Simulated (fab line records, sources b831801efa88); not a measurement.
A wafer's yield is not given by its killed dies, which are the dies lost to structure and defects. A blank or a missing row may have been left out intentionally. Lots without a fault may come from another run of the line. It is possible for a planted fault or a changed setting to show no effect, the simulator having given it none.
fab line records ; flow gf180mcu
record lots=5; wafers=15; lastDay=33
route steps=602 shown V3@448 M4@456 V4@476
lots untouched by any fault: they come from a run of this same line in which no faults occurred
startH: start of the lot's first displayed wafer, in hours after the record's first day ; waitH: time in hours since the lot's previous step ; " the same as in the row above ; L1.1+2: several wafers, shown together as one row ; - either no value or no given start ; * or withheld: withheld ; < > ~ a bound
route shown NAME@n: names a module that has steps shown in the file, with the first one's number in the route ; usual: the fault-free wafers' mean and standard deviation ; same: alike in all rows ; chamber/n: place in a boat ; sites: per-site readings ; _std_site: the values' standard deviation ; _edge_site: inner sites' mean taken away from outer sites' mean ; radiusMm: how far each site lies from the wafer's centre ; mask NAME#n: copy n ; behind: tool/chamber where the wafer was last shaped ; hold: why the lot was held/for how many hours/how that ended ; device: transistor that didn't switch, given as n, p or np ; end of line: tests run on the same wafers once the route is complete ; for a step that has no rows: nothing shown but its recipe ; killed: dies that structure and defects cost at the first sort, which is not the same as the wafer's yield ; map: a wafer's dies, marking killed ones x, the rest . and places with no die _
set.NAME: the setting as run; set.NAME@STEP: as run at that earlier step ; model.NAME: the simulator's own value behind a step, which no gauge read
lots at some steps of the route; a table a step, a row a wafer
services: the hour from which a tool's chamber was out of use, counted from the record's first day as startH (under 0 if before that day), plus the number of hours and why
## steps
# step GF_V3_STRIP_19
# recipe chemistry=postEtchResidueRemover; timeS=1200; tempC=72.5
# step GF_V3_CLEAN_20
# recipe chemistry=DIW; dry=n2Spin
# step GF_V3_SPUTTER_21
# recipe material=Ti; targetThkNm=15; chamberPressurePa=5; powerW=2500; substrateTempC=200; timeS=80.02
# step GF_V3_SPUTTER_22
# recipe material=TiN; targetThkNm=10; chamberPressurePa=5; powerW=4000; timeS=40
# step GF_V3_CVD_23
# recipe material=W; targetThkNm=350; timeS=104.9; tempC=400; pressureTorr=40
# usual heaterPowerW=898/91
lot.wafer;tool;chamber;startH;waitH;heaterPowerW
L979.2;cvdW-01;0;518.87;0.0;1004
L979.4;cvdW-01;1;518.87;0.0;815
L979.6;cvdW-01;0;518.87;0.0;1022
L981.1;cvdW-02;1;531.04;0.0;972
L981.4;cvdW-02;1;531.04;0.0;934
L981.6;cvdW-02;0;531.04;0.0;803
L990.2;cvdW-01;0;611.09;0.0;1025
L990.3;cvdW-01;0;611.09;0.0;998
L990.4;cvdW-01;1;611.09;0.0;809
L995.3;cvdW-01;0;644.03;0.1;1057
L995.5;cvdW-01;0;644.03;0.1;1031
L995.6;cvdW-01;0;644.03;0.1;1044
L996.3;cvdW-02;0;653.07;0.1;798
L996.5;cvdW-02;0;653.07;0.1;803
L996.6;cvdW-02;1;653.07;0.1;977
# step GF_V3_RS_MEAS_24
# recipe thkMeasGauge=four-point-probe; reads=W_of_V3_CVD_23+TiN_of_V3_SPUTTER_22+Ti_of_V3_SPUTTER_21
# usual V3_W_RS=0.331/0.0044
lot.wafer;tool;chamber;startH;waitH;V3_W_RS[ohm/sq]
L979.2;filmMetro-02;-;519.00;0.1;0.332
L979.4;filmMetro-02;-;519.00;0.1;0.322
L979.6;filmMetro-02;-;519.00;0.1;0.328
L981.1;filmMetro-02;-;531.15;0.1;0.328
L981.4;filmMetro-02;-;531.15;0.1;0.329
L981.6;filmMetro-02;-;531.15;0.1;0.329
L990.2;filmMetro-02;-;611.22;0.1;0.333
L990.3;filmMetro-02;-;611.22;0.1;0.331
L990.4;filmMetro-02;-;611.22;0.1;0.326
L995.3;filmMetro-03;-;644.22;0.2;0.342
L995.5;filmMetro-03;-;644.22;0.2;0.335
L995.6;filmMetro-03;-;644.22;0.2;0.339
L996.3;filmMetro-01;-;653.19;0.1;0.335
L996.5;filmMetro-01;-;653.19;0.1;0.336
L996.6;filmMetro-01;-;653.19;0.1;0.329
# step GF_V3_THK_MEAS_25
# recipe thkMeasGauge=xrf; reads=W_of_V3_CVD_23
# usual V3_W_THK=338/5.5
lot.wafer;tool;chamber;startH;waitH;V3_W_THK[nm]
L979.2;filmMetro-02;-;519.11;0.1;333
L979.4;filmMetro-02;-;519.11;0.1;342
L979.6;filmMetro-02;-;519.11;0.1;337
L981.1;filmMetro-02;-;531.27;0.1;336
L981.4;filmMetro-02;-;531.27;0.1;337
L981.6;filmMetro-02;-;531.27;0.1;338
L990.2;filmMetro-02;-;611.33;0.1;327
L990.3;filmMetro-02;-;611.33;0.1;331
L990.4;filmMetro-02;-;611.33;0.1;335
L995.3;filmMetro-03;-;644.32;0.1;335
L995.5;filmMetro-03;-;644.32;0.1;339
L995.6;filmMetro-03;-;644.32;0.1;336
L996.3;filmMetro-01;-;653.29;0.1;334
L996.5;filmMetro-01;-;653.29;0.1;333
L996.6;filmMetro-01;-;653.29;0.1;338
# step GF_V3_CMP_26
# recipe stopOn=SiO2; downForcePsi=3.5; platenRpm=60; tOverpolishS=15; targetThkNm=0; padVelocityMS=0.94248
# step GF_M4_SPUTTER_00
# recipe material=Ti; targetThkNm=37.5; arrivingIonEnergyEv=80; substrateTempC=200; chamberPressurePa=2; powerW=4000; timeS=150
# step GF_M4_SPUTTER_01
# recipe material=TiN; targetThkNm=30; powerW=6500; timeS=25; chamberPressurePa=0.4
# usual chamberPressurePa=0.4000/0.00075; throttleValvePct=30.2/1.1
lot.wafer;tool;chamber;startH;waitH;chamberPressurePa;throttleValvePct
L979.2;pvdSputter-04;-;519.56;0.1;0.3986;29.4
L979.4;pvdSputter-04;-;519.56;0.1;0.3994;30.4
L979.6;pvdSputter-04;-;519.56;0.1;0.3991;30.3
L981.1;pvdSputter-02;-;531.73;0.1;0.4007;30.4
L981.4;pvdSputter-02;-;531.73;0.1;0.3986;30.0
L981.6;pvdSputter-02;-;531.73;0.1;0.3999;29.9
L990.2;pvdSputter-03;-;611.78;0.1;0.3997;29.5
L990.3;pvdSputter-03;-;611.78;0.1;0.3991;31.4
L990.4;pvdSputter-03;-;611.78;0.1;0.3998;32.1
L995.3;pvdSputter-04;-;644.76;0.1;0.3997;28.9
L995.5;pvdSputter-04;-;644.76;0.1;0.4009;31.4
L995.6;pvdSputter-04;-;644.76;0.1;0.3993;29.0
L996.3;pvdSputter-04;-;653.73;0.1;0.3996;29.2
L996.5;pvdSputter-04;-;653.73;0.1;0.4009;30.3
L996.6;pvdSputter-04;-;653.73;0.1;0.3977;29.0
# step GF_M4_SPUTTER_02
# recipe material=AlCu; targetThkNm=450; powerW=10600; timeS=23.9; chamberPressurePa=0.4
# usual chamberPressurePa=0.4000/0.00084; throttleValvePct=30.3/1
lot.wafer;tool;chamber;startH;waitH;chamberPressurePa;throttleValvePct
L979.2;pvdSputter-04;-;519.59;0.0;0.4005;29.1
L979.4;pvdSputter-04;-;519.59;0.0;0.4014;30.5
L979.6;pvdSputter-04;-;519.59;0.0;0.4006;30.1
L981.1;pvdSputter-02;-;531.77;0.0;0.3987;30.2
L981.4;pvdSputter-02;-;531.77;0.0;0.3989;30.0
L981.6;pvdSputter-02;-;531.77;0.0;0.4001;29.9
L990.2;pvdSputter-03;-;611.81;0.0;0.4006;29.1
L990.3;pvdSputter-03;-;611.81;0.0;0.3997;31.0
L990.4;pvdSputter-03;-;611.81;0.0;0.4014;32.1
L995.3;pvdSputter-04;-;644.79;0.0;0.3998;29.5
L995.5;pvdSputter-04;-;644.79;0.0;0.3988;31.5
L995.6;pvdSputter-04;-;644.79;0.0;0.3982;29.4
L996.3;pvdSputter-04;-;653.76;0.0;0.4003;29.0
L996.5;pvdSputter-04;-;653.76;0.0;0.3993;30.5
L996.6;pvdSputter-04;-;653.76;0.0;0.3998;29.2
# step GF_M4_SPUTTER_03
# recipe material=Ti; targetThkNm=10; substrateTempC=300; chamberPressurePa=0.3; powerW=3000; timeS=6.7
# usual chamberPressurePa=0.3001/0.00062; throttleValvePct=30.3/1
lot.wafer;tool;chamber;startH;waitH;chamberPressurePa;throttleValvePct
L979.2;pvdSputter-04;-;519.62;0.0;0.3009;29.4
L979.4;pvdSputter-04;-;519.62;0.0;0.2993;30.4
L979.6;pvdSputter-04;-;519.62;0.0;0.2994;30.4
L981.1;pvdSputter-02;-;531.80;0.0;0.3002;30.3
L981.4;pvdSputter-02;-;531.80;0.0;0.3011;29.9
L981.6;pvdSputter-02;-;531.80;0.0;0.3013;30.0
L990.2;pvdSputter-03;-;611.84;0.0;0.2996;29.0
L990.3;pvdSputter-03;-;611.84;0.0;0.2998;31.1
L990.4;pvdSputter-03;-;611.84;0.0;0.3001;32.0
L995.3;pvdSputter-04;-;644.82;0.0;0.3002;29.2
L995.5;pvdSputter-04;-;644.82;0.0;0.3005;31.3
L995.6;pvdSputter-04;-;644.82;0.0;0.3004;29.3
L996.3;pvdSputter-04;-;653.79;0.0;0.2991;29.1
L996.5;pvdSputter-04;-;653.79;0.0;0.2999;30.4
L996.6;pvdSputter-04;-;653.79;0.0;0.3007;29.4
# step GF_M4_SPUTTER_04
# recipe material=TiN; targetThkNm=50; powerW=6500; timeS=41.7; chamberPressurePa=0.4
# usual chamberPressurePa=0.3999/0.00084; throttleValvePct=30.3/1
lot.wafer;tool;chamber;startH;waitH;chamberPressurePa;throttleValvePct;model.TiN_of_M4_SPUTTER_04.thkNm
L979.2;pvdSputter-04;-;519.64;0.0;0.3995;29.3;50.62
L979.4;pvdSputter-04;-;519.64;0.0;0.3999;30.4;50.07
L979.6;pvdSputter-04;-;519.64;0.0;0.4007;30.5;50.03
L981.1;pvdSputter-02;-;531.82;0.0;0.3992;30.3;49.73
L981.4;pvdSputter-02;-;531.82;0.0;0.3990;29.8;48.82
L981.6;pvdSputter-02;-;531.82;0.0;0.3985;30.0;49.01
L990.2;pvdSputter-03;-;611.86;0.0;0.3993;29.1;50.4
L990.3;pvdSputter-03;-;611.86;0.0;0.4000;30.9;50.43
L990.4;pvdSputter-03;-;611.86;0.0;0.4003;32.0;62.26
L995.3;pvdSputter-04;-;644.84;0.0;0.4001;29.2;50.39
L995.5;pvdSputter-04;-;644.84;0.0;0.3998;31.3;49.77
L995.6;pvdSputter-04;-;644.84;0.0;0.4006;29.2;50.09
L996.3;pvdSputter-04;-;653.81;0.0;0.4008;29.4;50.33
L996.5;pvdSputter-04;-;653.81;0.0;0.4021;30.5;49.71
L996.6;pvdSputter-04;-;653.81;0.0;0.4010;29.2;50.14
# step GF_M4_RS_MEAS_05
# recipe thkMeasGauge=four-point-probe; reads=TiN_of_M4_SPUTTER_04+Ti_of_M4_SPUTTER_03+AlCu_of_M4_SPUTTER_02+TiN_of_M4_SPUTTER_01+Ti_of_M4_SPUTTER_00
# usual M4_ALCU_RS=0.0697/0.00077
lot.wafer;tool;chamber;startH;waitH;M4_ALCU_RS[ohm/sq]
L979.2;filmMetro-03;-;519.70;0.0;0.0692
L979.4;filmMetro-03;-;519.70;0.0;0.0682
L979.6;filmMetro-03;-;519.70;0.0;0.0684
L981.1;filmMetro-04;-;531.86;0.0;0.0702
L981.4;filmMetro-04;-;531.86;0.0;0.0702
L981.6;filmMetro-04;-;531.86;0.0;0.0698
L990.2;filmMetro-04;-;611.92;0.0;0.0700
L990.3;filmMetro-04;-;611.92;0.0;0.0688
L990.4;filmMetro-04;-;611.92;0.0;0.0691
L995.3;filmMetro-03;-;644.92;0.1;0.0689
L995.5;filmMetro-03;-;644.92;0.1;0.0700
L995.6;filmMetro-03;-;644.92;0.1;0.0693
L996.3;filmMetro-01;-;653.89;0.1;0.0697
L996.5;filmMetro-01;-;653.89;0.1;0.0690
L996.6;filmMetro-01;-;653.89;0.1;0.0700
# step GF_M4_THK_MEAS_06
# recipe thkMeasGauge=xrf; reads=AlCu_of_M4_SPUTTER_02
# usual M4_ALCU_THK=447/4.7
lot.wafer;tool;chamber;startH;waitH;M4_ALCU_THK[nm]
L979.2;filmMetro-03;-;519.81;0.1;448
L979.4;filmMetro-03;-;519.81;0.1;455
L979.6;filmMetro-03;-;519.81;0.1;457
L981.1;filmMetro-04;-;531.98;0.1;444
L981.4;filmMetro-04;-;531.98;0.1;446
L981.6;filmMetro-04;-;531.98;0.1;449
L990.2;filmMetro-04;-;612.03;0.1;447
L990.3;filmMetro-04;-;612.03;0.1;454
L990.4;filmMetro-04;-;612.03;0.1;442
L995.3;filmMetro-03;-;645.02;0.1;453
L995.5;filmMetro-03;-;645.02;0.1;447
L995.6;filmMetro-03;-;645.02;0.1;450
L996.3;filmMetro-01;-;653.99;0.1;445
L996.5;filmMetro-01;-;653.99;0.1;449
L996.6;filmMetro-01;-;653.99;0.1;442
# step GF_M4_DEHYDRATE_07
# recipe tempC=200; timeS=60
# step GF_M4_HMDS_08
# recipe primeTimeS=60; primeTempC=120
# step GF_M4_COAT_09
# recipe resist=KrF; spinRpm=withheld; resistThkNm=1000
# step GF_M4_SOFTBAKE_10
# recipe tempC=130; timeS=60; resist=KrF
# step GF_M4_EXPOSE_11
# recipe maskId=Metal4; targetCdNm=280; na=0.68; sourceShape=conventional; sigmaOuter=0.6; doseMj=28
# step GF_M4_PEB_12
# recipe pebTempC=135; pebTimeS=90; resist=KrF
# step GF_M4_DEVELOP_13
# recipe developTimeS=60; devTempC=21
# step GF_M4_CD_MEAS_14
# recipe targetCdNm=280
# usual cdNm=280.1/1.4
lot.wafer;tool;chamber;startH;waitH;cdNm
L979.2;cdSem-02;-;542.29;0.1;279.1
L979.4;cdSem-02;-;542.29;0.1;278.5
L979.6;cdSem-02;-;542.29;0.1;280.6
L981.1;cdSem-02;-;554.22;0.1;282.2
L981.4;cdSem-02;-;554.22;0.1;282.0
L981.6;cdSem-02;-;554.22;0.1;282.0
L990.2;cdSem-02;-;632.19;0.1;280.7
L990.3;cdSem-02;-;632.19;0.1;281.6
L990.4;cdSem-02;-;632.19;0.1;280.3
L995.3;cdSem-02;-;664.43;0.1;280.8
L995.5;cdSem-02;-;664.43;0.1;280.3
L995.6;cdSem-02;-;664.43;0.1;280.3
L996.3;cdSem-02;-;672.81;0.1;281.4
L996.5;cdSem-02;-;672.81;0.1;281.4
L996.6;cdSem-02;-;672.81;0.1;281.0
# step GF_M4_OVL_MEAS_15
# usual M4_OVL=0/6.2
lot.wafer;tool;chamber;startH;waitH;M4_OVL[nm]
L979.2;overlay-02;-;542.40;0.1;-11
L979.4;overlay-02;-;542.40;0.1;-7
L979.6;overlay-02;-;542.40;0.1;-4
L981.1;overlay-02;-;554.34;0.1;-9
L981.4;overlay-02;-;554.34;0.1;-4
L981.6;overlay-02;-;554.34;0.1;1
L990.2;overlay-01;-;632.30;0.1;0
L990.3;overlay-01;-;632.30;0.1;-9
L990.4;overlay-01;-;632.30;0.1;4
L995.3;overlay-01;-;664.52;0.1;1
L995.5;overlay-01;-;664.52;0.1;-8
L995.6;overlay-01;-;664.52;0.1;11
L996.3;overlay-02;-;672.90;0.1;-2
L996.5;overlay-02;-;672.90;0.1;0
L996.6;overlay-02;-;672.90;0.1;-2
# step GF_M4_METAL_ETCH_16
# recipe chemistry=Cl2/BCl3; maskMaterial=KrF; targetDepthNm=627.5; stopOn=SiO2; pressureMtorr=8; icpW=800; biasW=140; Cl2_flow_sccm=80; bcl3FlowSccm=40; timeS=104.6
# usual drypumpMotorCurrentA=5.8/0.42; oesProductAu=0.971/0.0053; throttleValvePct=28.250/0.011
lot.wafer;tool;chamber;startH;waitH;drypumpMotorCurrentA;oesProductAu;rfHoursCounterH;throttleValvePct
L979.2;rieMetal-03;0;542.47;0.1;5.5;0.974;-;28.241
L979.4;rieMetal-03;0;542.47;0.1;5.5;0.978;-;28.241
L979.6;rieMetal-03;0;542.47;0.1;5.5;0.981;-;28.234
L981.1;rieMetal-01;0;554.38;0.0;6.3;0.964;10;28.264
L981.4;rieMetal-01;1;554.38;0.0;6.2;0.966;-;28.248
L981.6;rieMetal-01;0;554.38;0.0;6.3;0.969;-;28.238
L990.2;rieMetal-01;1;632.37;0.1;6.2;0.978;-;28.238
L990.3;rieMetal-01;1;632.37;0.1;6.2;0.978;-;28.234
L990.4;rieMetal-01;1;632.37;0.1;6.2;0.987;-;28.226
L995.3;rieMetal-03;1;664.58;0.1;5.1;0.969;-;28.240
L995.5;rieMetal-03;1;664.58;0.1;5.1;0.971;-;28.244
L995.6;rieMetal-03;0;664.58;0.1;5.5;0.968;-;28.250
L996.3;rieMetal-01;1;672.97;0.1;6.2;0.970;-;28.257
L996.5;rieMetal-01;1;672.97;0.1;6.2;0.979;-;28.225
L996.6;rieMetal-01;0;672.97;0.1;6.3;0.975;-;28.271
# step GF_M4_STRIP_17
# recipe chemistry=O2/N2; powerW=1400; pressureMtorr=1500; platenTempC=250; o2FlowSccm=3000; n2FlowSccm=300; overashFraction=0.5
# step GF_M4_STRIP_18
# recipe chemistry=postEtchResidueRemover; timeS=1200; tempC=72.5
# step GF_M4_CLEAN_19
# recipe chemistry=DIW; dry=n2Spin
# step GF_V4_CVD_00
# recipe material=SiO2; targetThkNm=600; sigmaOpenFrac=0.3; tempC=400; timeS=100; sih4FlowSccm=60; pressureMtorr=6
# step GF_V4_THK_MEAS_01
# recipe reads=SiO2_of_V4_CVD_00
# usual V4_CVD_00_THK=602/6.7
lot.wafer;tool;chamber;startH;waitH;V4_CVD_00_THK[nm]
L979.2;filmMetro-03;-;543.62;0.0;591
L979.4;filmMetro-03;-;543.62;0.0;600
L979.6;filmMetro-03;-;543.62;0.0;589
L981.1;filmMetro-04;-;555.10;0.0;587
L981.4;filmMetro-04;-;555.10;0.0;597
L981.6;filmMetro-04;-;555.10;0.0;603
L990.2;filmMetro-02;-;633.17;0.0;611
L990.3;filmMetro-02;-;633.17;0.0;610
L990.4;filmMetro-02;-;633.17;0.0;610
L995.3;filmMetro-03;-;665.28;0.1;604
L995.5;filmMetro-03;-;665.28;0.1;599
L995.6;filmMetro-03;-;665.28;0.1;602
L996.3;filmMetro-03;-;673.67;0.1;607
L996.5;filmMetro-03;-;673.67;0.1;606
L996.6;filmMetro-03;-;673.67;0.1;606
# step GF_V4_CVD_02
# recipe material=SiO2; targetThkNm=850; precursor=TEOS; tempC=400; timeS=94.851; rfW=600
# usual heaterPowerW=605/79
lot.wafer;tool;chamber;startH;waitH;heaterPowerW
L979.2;pecvd-04;1;543.67;0.0;652
L979.4;pecvd-04;1;543.67;0.0;711
L979.6;pecvd-04;2;543.67;0.0;549
L981.1;pecvd-02;2;555.16;0.1;612
L981.4;pecvd-02;2;555.16;0.1;644
L981.6;pecvd-02;0;555.16;0.1;551
L990.2;pecvd-01;1;633.22;0.0;654
L990.3;pecvd-01;0;633.22;0.0;658
L990.4;pecvd-01;0;633.22;0.0;526
L995.3;pecvd-01;1;665.32;0.0;578
L995.5;pecvd-01;2;665.32;0.0;735
L995.6;pecvd-01;0;665.32;0.0;534
L996.3;pecvd-04;2;673.74;0.1;503
L996.5;pecvd-04;1;673.74;0.1;574
L996.6;pecvd-04;2;673.74;0.1;535
# step GF_V4_THK_MEAS_03
# recipe reads=SiO2_of_V4_CVD_02
# usual V4_CVD_02_THK=851/13
lot.wafer;tool;chamber;startH;waitH;V4_CVD_02_THK[nm]
L979.2;filmMetro-02;-;543.75;0.0;846
L979.4;filmMetro-02;-;543.75;0.0;862
L979.6;filmMetro-02;-;543.75;0.0;882
L981.1;filmMetro-02;-;555.23;0.0;843
L981.4;filmMetro-02;-;555.23;0.0;848
L981.6;filmMetro-02;-;555.23;0.0;849
L990.2;filmMetro-04;-;633.30;0.0;852
L990.3;filmMetro-04;-;633.30;0.0;850
L990.4;filmMetro-04;-;633.30;0.0;856
L995.3;filmMetro-03;-;665.41;0.1;829
L995.5;filmMetro-03;-;665.41;0.1;826
L995.6;filmMetro-03;-;665.41;0.1;842
L996.3;filmMetro-02;-;673.83;0.1;858
L996.5;filmMetro-02;-;673.83;0.1;850
L996.6;filmMetro-02;-;673.83;0.1;858
# step GF_V4_CMP_04
# recipe material=SiO2; downForcePsi=4; platenRpm=60; padVelocityMS=0.94248
# step GF_V4_BOW_MEAS_05
# recipe mode=bow
# usual V4_BOW=134/9
lot.wafer;tool;chamber;startH;waitH;V4_BOW[um]
L979.2;filmMetro-03;-;544.12;0.1;138
L979.4;filmMetro-03;-;544.12;0.1;139
L979.6;filmMetro-03;-;544.12;0.1;141
L981.1;filmMetro-04;-;555.59;0.1;146
L981.4;filmMetro-04;-;555.59;0.1;143
L981.6;filmMetro-04;-;555.59;0.1;140
L990.2;filmMetro-02;-;633.67;0.1;131
L990.3;filmMetro-02;-;633.67;0.1;147
L990.4;filmMetro-02;-;633.67;0.1;133
L995.3;filmMetro-04;-;665.79;0.2;147
L995.5;filmMetro-04;-;665.79;0.2;138
L995.6;filmMetro-04;-;665.79;0.2;143
L996.3;filmMetro-04;-;674.21;0.3;133
L996.5;filmMetro-04;-;674.21;0.3;119
L996.6;filmMetro-04;-;674.21;0.3;137
# step GF_V4_DEHYDRATE_06
# recipe tempC=200; timeS=60
# step GF_V4_HMDS_07
# recipe primeTimeS=60; primeTempC=120
# step GF_V4_COAT_08
# recipe resist=BARC; tempC=withheld; timeS=withheld; spinRpm=withheld; resistThkNm=withheld
# step GF_V4_COAT_09
# recipe resist=KrF; spinRpm=withheld; resistThkNm=1000
# step GF_V4_SOFTBAKE_10
# recipe tempC=130; timeS=60; resist=KrF
# step GF_V4_EXPOSE_11
# recipe maskId=Via4; targetCdNm=260; na=0.68; sourceShape=conventional; sigmaOuter=0.6; doseMj=38
# step GF_V4_PEB_12
# recipe pebTempC=135; pebTimeS=90; resist=KrF
# step GF_V4_DEVELOP_13
# recipe developTimeS=60; resist=KrF; devTempC=21
# step GF_V4_STRIP_19
# recipe chemistry=postEtchResidueRemover; timeS=1200; tempC=72.5
lot.wafer;tool;chamber;startH;waitH;model.TiN_of_M4_SPUTTER_04.thkNm
L979.2;wetBench-02;0;566.76;0.1;49.78
L979.4;wetBench-02;0;566.76;0.1;49.23
L979.6;wetBench-02;0;566.76;0.1;49.2
L981.1;wetBench-04;1;578.01;0.1;48.88
L981.4;wetBench-04;1;578.01;0.1;47.98
L981.6;wetBench-04;1;578.01;0.1;48.17
L990.2;wetBench-03;3;653.64;0.1;49.57
L990.3;wetBench-03;3;653.64;0.1;49.61
L990.4;wetBench-03;3;653.64;0.1;61.43
L995.3;wetBench-04;3;685.31;0.0;49.56
L995.5;wetBench-04;3;685.31;0.0;48.93
L995.6;wetBench-04;3;685.31;0.0;49.25
L996.3;wetBench-04;1;693.34;0.0;49.51
L996.5;wetBench-04;1;693.34;0.0;48.88
L996.6;wetBench-04;1;693.34;0.0;49.31
## services
tool;chamber;startH;hours;kind
pvdSputter-04;2;523.46;-;consumableReplace:kit
pvdSputter-04;2;523.46;18.0;scheduledDown
pvdSputter-04;2;523.46;18.0;ventCycle
cvdW-02;0;536.80;6.5;repair
rieMetal-03;1;539.26;11.2;repair
pvdSputter-03;-;539.28;3.2;repair
pvdSputter-04;-;546.96;13.0;repair
pvdSputter-04;-;551.38;47.9;repair
pvdSputter-02;-;557.02;1.4;repair
cvdW-01;1;561.18;21.2;repair
cvdW-02;1;567.93;10.9;repair
pecvd-02;-;591.12;14.0;pm
wetBench-03;-;591.91;1.9;pm
pvdSputter-04;-;603.04;1.2;repair
pecvd-01;-;603.05;0.6;repair
wetBench-02;-;610.71;25.6;pm
rieMetal-01;1;612.01;3.9;repair
cvdW-02;0;616.79;8.8;repair
cvdW-01;1;627.26;5.3;repair
rieMetal-01;-;634.34;14.6;pm
cvdW-01;1;642.02;5.5;repair
pecvd-04;0;663.95;18.8;repair
wetBench-02;-;675.31;2.4;repair
pvdSputter-04;-;685.41;2.9;repair
## key
firstSign step=GF_M4_METAL_ETCH_16; reading=oesProductAu; direction=up; sigmas=3.1; usual=0.971; struck=0.987
effect none on later readings
modelEffect step=GF_M4_SPUTTER_04; value=TiN_of_M4_SPUTTER_04.thkNm; without=50.46; struck=62.26
modelEffect step=GF_V4_STRIP_19; value=TiN_of_M4_SPUTTER_04.thkNm; without=49.63; struck=61.43
metAt GF_M4_SPUTTER_04
struckWafers L990.4
fault kind=processParameterDrift; tool=pvdSputter-03; chamber=-; onsetH=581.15; steps=GF_M4_SPUTTER_04; channel=targetThkNm; offset=11.798; shape=step; endH=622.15; actsIn=theseRecipesOnly; stated=50; scope=struckWafersOnly
